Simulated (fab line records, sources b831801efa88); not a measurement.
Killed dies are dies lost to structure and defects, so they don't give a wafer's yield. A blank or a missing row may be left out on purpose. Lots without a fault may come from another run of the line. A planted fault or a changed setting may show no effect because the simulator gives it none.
Which tool did it? | flow sky130 | 14 lots, 42 wafers sampled, at 4 steps of a route of 708

WHAT THE GAUGES READ, wafer by wafer
SKY_RES_XHIGH_TW_MEAS_09. Usual: RES_XHIGH_TW 1628, standard deviation 12.
lot  | measured     | on            | RES_XHIGH_TW   | flag
L707 | day 26 13:01 | film_metro-01 | 1618 1623 1631 |
L708 | day 27 05:55 | film_metro-03 | 1628 1632 1625 |
L709 | day 27 14:59 | film_metro-01 | 1635 1640 1637 |
L710 | day 28 01:04 | film_metro-04 | 1617 1616 1614 |
L711 | day 28 16:20 | film_metro-04 | 1626 1623 1621 |
L712 | day 29 01:16 | film_metro-01 | 1637 1628 1639 |
L715 | day 29 20:06 | film_metro-04 | 1622 1625 1627 |
L716 | day 30 03:47 | film_metro-04 | 1615 1614 1607 |
L725 | day 33 01:24 | film_metro-01 | 1623 1623 1617 |
L726 | day 33 06:31 | film_metro-03 | 1642 1642 1647 |
L727 | day 33 12:58 | film_metro-03 | 1646 1642 1642 |
L728 | day 33 21:46 | film_metro-04 | 1616 1611 1628 |
L729 | day 34 01:52 | film_metro-03 | 1646 1644 1641 |
L730 | day 34 08:38 | film_metro-04 | 1625 1626 1620 |

SKY_VIA1_BOW_MEAS_03. Usual: VIA1_BOW 80 um, standard deviation 6.9.
lot  | measured     | on            | VIA1_BOW (um) | flag
L707 | day 32 18:32 | film_metro-03 | 72 66 70      |
L708 | day 33 10:41 | film_metro-01 | 78 86 88      |
L709 | day 33 16:16 | film_metro-03 | 79 87 70      |
L710 | day 34 02:46 | film_metro-03 | 79 73 73      |
L711 | day 34 18:05 | film_metro-03 | 83 87 81      |
L712 | day 35 02:09 | film_metro-04 | 77 89 81      |
L715 | day 35 19:40 | film_metro-04 | 116 130 109   | OFF
L716 | day 36 01:27 | film_metro-03 | 114 121 115   | OFF
L725 | day 38 19:34 | film_metro-04 | 73 73 76      |
L726 | day 38 23:09 | film_metro-01 | 85 90 88      |
L727 | day 39 06:56 | film_metro-01 | 81 67 71      |
L728 | day 39 15:51 | film_metro-03 | 81 80 90      |
L729 | day 39 18:18 | film_metro-04 | 71 74 86      |
L730 | day 40 00:11 | film_metro-03 | 77 81 68      |

WHICH TOOL RAN EACH LOT (tool, then ch and the chambers of the sampled wafers, then the start)
lot  | SKY_LOCAL_INTERCONNECT_SPUTTER_00 | SKY_VIA1_CMP_02
L707 | pvd_sputter-04, day 29 02:12      | cmp-01 ch 0,1, day 32 18:13
L708 | pvd_sputter-02, day 29 18:36      | cmp-01 ch 0,1,2, day 33 10:29
L709 | pvd_sputter-02, day 30 02:40      | cmp-02 ch 1,2,3, day 33 15:58
L710 | pvd_sputter-02, day 30 12:29      | cmp-02 ch 1,3, day 34 02:31
L711 | pvd_sputter-02, day 31 03:30      | cmp-02 ch 0,1, day 34 17:41
L712 | pvd_sputter-01, day 31 12:22      | cmp-01 ch 1,2,3, day 35 01:53
L715 | pvd_sputter-01, day 32 07:25      | cmp-02 ch 0,1, day 35 19:25
L716 | pvd_sputter-02, day 32 13:46      | cmp-02 ch 1,2,3, day 36 01:11
L725 | pvd_sputter-01, day 35 08:20      | cmp-02 ch 0,1,3, day 38 19:19
L726 | pvd_sputter-04, day 35 13:13      | cmp-02 ch 0,1,2, day 38 22:51
L727 | pvd_sputter-02, day 35 20:48      | cmp-01 ch 0,1,2, day 39 06:38
L728 | pvd_sputter-02, day 36 05:49      | cmp-02 ch 1,2,3, day 39 15:38
L729 | pvd_sputter-02, day 36 09:10      | cmp-01 ch 1,2,3, day 39 18:00
L730 | pvd_sputter-01, day 36 15:07      | cmp-02 ch 2,3, day 39 23:53
- SKY_LOCAL_INTERCONNECT_SPUTTER_00: material TiN, target thk 100 nm, time 83.3 s.
- SKY_VIA1_CMP_02: polishes SiO2.

WHAT THE TOOLS THEMSELVES READ (means of the sampled wafers that have a number; where no wafer has one, the mark that the record gives instead)
SKY_LOCAL_INTERCONNECT_SPUTTER_00. Usual: chamber_pressure_pa 0.4000 Pa, standard deviation 0.00085; susceptor_temp_C 300.00 C, standard deviation 0.2; throttle_valve_pct 29.6 %, standard deviation 0.84.
lot  | tool           | chamber_pressure_pa (Pa) | susceptor_temp_C (C) | throttle_valve_pct (%) | flag
L707 | pvd_sputter-04 | 0.3993                   | 299.88               | 30.3                   |
L708 | pvd_sputter-02 | 0.3998                   | 300.03               | 29.1                   |
L709 | pvd_sputter-02 | 0.3999                   | 300.32               | 30.0                   |
L710 | pvd_sputter-02 | 0.4001                   | 300.03               | 29.7                   |
L711 | pvd_sputter-02 | 0.4009                   | 299.97               | 28.8                   |
L712 | pvd_sputter-01 | 0.3997                   | 299.94               | 29.4                   |
L715 | pvd_sputter-01 | 0.4005                   | 299.85               | 29.2                   |
L716 | pvd_sputter-02 | 0.4005                   | 300.05               | 29.5                   |
L725 | pvd_sputter-01 | 0.4005                   | 299.96               | 29.3                   |
L726 | pvd_sputter-04 | 0.3998                   | 299.86               | 29.7                   |
L727 | pvd_sputter-02 | 0.4001                   | 300.12               | 29.5                   |
L728 | pvd_sputter-02 | 0.4006                   | 299.83               | 28.7                   |
L729 | pvd_sputter-02 | 0.4001                   | 300.29               | 29.5                   |
L730 | pvd_sputter-01 | 0.4002                   | 300.13               | 29.9                   |

SKY_VIA1_CMP_02. Usual: edge_zone_pressure_frac 0.999, standard deviation 0.0046; head_pressure_psi 3.999 psi, standard deviation 0.0092; motor_current_A 11.4 A, standard deviation 1.2.
lot  | tool   | edge_zone_pressure_frac | head_pressure_psi (psi) | motor_current_A (A) | flag
L707 | cmp-01 | 0.998                   | 3.999                   | 11.4                |
L708 | cmp-01 | 1.003                   | 4.007                   | 11.1                |
L709 | cmp-02 | 0.994                   | 3.994                   | 11.2                |
L710 | cmp-02 | 1.002                   | 3.996                   | 12.2                |
L711 | cmp-02 | 0.999                   | 3.989                   | 12.6                |
L712 | cmp-01 | 1.006                   | 4.003                   | 10.8                |
L715 | cmp-02 | -                       | -                       | -                   | OFF
L716 | cmp-02 | -                       | -                       | -                   | OFF
L725 | cmp-02 | 0.997                   | 3.998                   | 12.1                |
L726 | cmp-02 | 0.998                   | 4.000                   | 12.2                |
L727 | cmp-01 | 0.998                   | 4.006                   | 10.9                |
L728 | cmp-02 | 0.997                   | 4.004                   | 11.4                |
L729 | cmp-01 | 0.996                   | 3.991                   | 11.2                |
L730 | cmp-02 | 1.001                   | 4.005                   | 10.2                |

THE ANSWER, worked out from the rows above alone
Rule: a lot is off if the mean of its wafers that have a number lies more than 3 standard deviations from the usual mean. A lot without any number at a reading at which 4 lots or more have one is off too. The other lots that the step has rows for count as sound. The gauges are gone through in route order, then the tools' own readings, and for those a lot's mean is taken as printed above. The first step at which some lot is off is used, and at that step the reading that is off furthest; a lot without a number counts as furthest.
Off: L715, L716, at SKY_VIA1_BOW_MEAS_03 (VIA1_BOW).
A tool fits if, at a process step before that reading, it ran every lot that is off, and no sound lot after the first of them. The gauges at SKY_VIA1_BOW_MEAS_03 aren't tried: what is off there is off at SKY_VIA1_CMP_02 too, on other tools, and a gauge's error can't cause that. None of those tried fits.

WHAT THE SIMULATOR HAD PUT IN
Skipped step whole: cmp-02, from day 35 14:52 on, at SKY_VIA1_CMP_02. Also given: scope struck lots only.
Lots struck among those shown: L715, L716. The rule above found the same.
